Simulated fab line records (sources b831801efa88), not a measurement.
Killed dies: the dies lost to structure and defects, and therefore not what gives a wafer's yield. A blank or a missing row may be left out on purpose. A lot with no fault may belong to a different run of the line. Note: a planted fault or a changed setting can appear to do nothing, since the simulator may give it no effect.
A struck lot beside a sound one    flow gf180mcu    41 steps out of a route of 602
Sound: wafers L175.1, L175.3, L175.5. Struck: wafers L167.1, L167.5. (L167.3 of the same lot was not struck and is left out.) The cause comes at the end.
For every step that has rows: the tool of each side, followed by ch and its chambers, followed by its first start. Under that, the readings that differ: sound wafers    struck wafers    difference of the means    sigmas: that difference in standard deviations of wafers without a fault.
alike: a reading whose means differ by less than 2 such deviations, as well as words and numbers matching on both sides. not compared: withheld readings; readings where some wafer has no value; bounds like >300 that might hide an equal value; numbers whose values overlap and for which the record gives no deviation.
Wherever a step has rows on one side only, a row that says differs or no value, or a row with sigmas, the two part there. Numbers that don't overlap but have no deviation are shown without sigmas and don't part them. Lack of a reading on every wafer of one side parts them only where that side has two or more wafers.

GF_V4_RS_MEAS_24: the measuring method here is four-point-probe.
  struck on filmMetro-01, day 26 22:45; sound on filmMetro-01, day 28 23:19
  alike: V4_W_RS
GF_V4_THK_MEAS_25: measures by xrf.
  struck on filmMetro-01, day 26 22:52; sound on filmMetro-01, day 28 23:26
  alike: V4_W_THK
then, 1 step without rows for these wafers: GF_V4_CMP_26 (polishes, stops on SiO2, t overpolish 15 s, target thk 0 nm).
GF_MIM_SPUTTER_00: material Ti, target thk 37.5 nm, time 150 s.
  struck on pvdSputter-01, day 26 23:14; sound on pvdSputter-03, day 28 23:47
  alike: throttleValvePct
then, 1 step without rows for these wafers: GF_MIM_SPUTTER_01 (material TiN, target thk 30 nm, time 25 s).
GF_MIM_SPUTTER_02: material AlCu, target thk 450 nm, time 23.9 s.
  struck on pvdSputter-01, day 26 23:22; sound on pvdSputter-03, day 28 23:55
  alike: throttleValvePct
then, 2 steps without rows for these wafers: GF_MIM_SPUTTER_03 (material Ti, target thk 10 nm, time 6.7 s); GF_MIM_SPUTTER_04 (material TiN, target thk 50 nm, time 41.7 s).
GF_MIM_CVD_05: deposits Si3N4, target thk 42 nm, time 29.086 s.
  sound on pecvd-02 ch 1,2, day 29 00:01; struck on pecvd-04 ch 0,1, day 26 23:27
  alike: heaterPowerW
GF_MIM_THK_MEAS_06:
  struck on filmMetro-02, day 26 23:29; sound on filmMetro-04, day 29 00:04
  alike: MIM_CVD_05_THK
then, 2 steps without rows for these wafers: GF_MIM_SPUTTER_07 (material TiN, target thk 60 nm, time 50 s); GF_MIM_SPUTTER_08 (material AlCu, target thk 200 nm, time 10.6 s).
GF_MIM_SPUTTER_09: material TiN, target thk 35 nm, time 29.2 s.
  struck on pvdSputter-03, day 26 23:37; sound on pvdSputter-04, day 29 00:11
reading                                 sound              struck       difference  sigmas
model.TiN_of_MIM_SPUTTER_09.thkNm (nm)  34.59 34.62 34.03  37.71 37.71  +3.30       
  alike: throttleValvePct
GF_MIM_RS_MEAS_10: the measuring method here is four-point-probe.
  struck on filmMetro-02, day 26 23:39; sound on filmMetro-02, day 29 00:13
  alike: MIM_ALCU_RS
GF_MIM_THK_MEAS_11: measures by xrf.
  struck on filmMetro-02, day 26 23:46; sound on filmMetro-02, day 29 00:20
  alike: MIM_ALCU_THK
then, 7 steps without rows for these wafers: GF_MIM_DEHYDRATE_12 (time 60 s); GF_MIM_HMDS_13 (prime time 60 s); GF_MIM_COAT_14 (resist thk 1000 nm); GF_MIM_SOFTBAKE_15 (time 60 s); GF_MIM_EXPOSE_16 (exposes mask FuseTop, target cd 2000 nm); GF_MIM_PEB_17; GF_MIM_DEVELOP_18 (develop time 60 s).
GF_MIM_METAL_ETCH_19: etches the open film in Cl2/BCl3, stops on Si3N4, target depth 324.5 nm, time 54.1 s.
  sound on rieMetal-01 ch 0,1, day 29 19:28; struck on rieMetal-03 ch 0,1, day 27 19:58
  alike: drypumpMotorCurrentA, heBacksideLeakSccm, oesProductAu, throttleValvePct
  not compared: rfHoursCounterH
then, 10 steps without rows for these wafers: GF_MIM_STRIP_20 (strips in O2/N2); GF_MIM_STRIP_21 (strips in post etch residue remover, time 1200 s); GF_MIM_CLEAN_22 (cleans in DIW); GF_M5_DEHYDRATE_00 (time 60 s); GF_M5_HMDS_01 (prime time 60 s); GF_M5_COAT_02 (resist thk 1000 nm); GF_M5_SOFTBAKE_03 (time 60 s); GF_M5_EXPOSE_04 (exposes mask Metal5, target cd 280 nm); GF_M5_PEB_05 (peb time 90 s); GF_M5_DEVELOP_06 (develop time 60 s).
GF_M5_CD_MEAS_07 targets a cd of 280 nm.
  struck on cdSem-01, day 28 15:59; sound on cdSem-01, day 30 15:22
  alike: cdNm
GF_M5_OVL_MEAS_08:
  struck on overlay-02, day 28 16:07; sound on overlay-02, day 30 15:29
  alike: M5_OVL
GF_M5_ETCH_09: etches Si3N4 in CF4/O2, target depth 52 nm, time 11.6 s.
  sound on rieDiel-02 ch 1,2,3, day 30 15:31; struck on rieDiel-03 ch 0,3, day 28 16:08
  alike: drypumpMotorCurrentA, oesProductAu, throttleValvePct
  not compared: rfHoursCounterH
then, 2 steps without rows for these wafers: GF_M5_METAL_ETCH_10 (etches the open film in Cl2/BCl3, stops on SiO2, target depth 627.5 nm, time 104.6 s); GF_M5_STRIP_11 (strips in O2/N2).
GF_M5_STRIP_12: strips in post etch residue remover, time 1200 s.
  sound on wetBench-02 ch 3, day 30 15:52; struck on wetBench-04 ch 0, day 28 16:23
reading                                 sound              struck       difference  sigmas
model.TiN_of_MIM_SPUTTER_09.thkNm (nm)  33.75 33.78 33.19  36.87 36.87  +3.30       
then, 1 step without rows for these wafers: GF_M5_CLEAN_13 (cleans in DIW).
-- the record jumps here: 3 days lie between the struck wafers' starts before and after (it left off in module M5 and takes up again in module PASSIVATION, whose first step shown is number 602 of the route) --
GF_PASSIVATION_PROBE_99:
  record: rows for the struck wafers here (prober-01, day 31 08:35), none for the sound ones

WHERE THEY PART
Only at GF_PASSIVATION_PROBE_99, as far as this record shows.

WHY: the cause the simulator had injected
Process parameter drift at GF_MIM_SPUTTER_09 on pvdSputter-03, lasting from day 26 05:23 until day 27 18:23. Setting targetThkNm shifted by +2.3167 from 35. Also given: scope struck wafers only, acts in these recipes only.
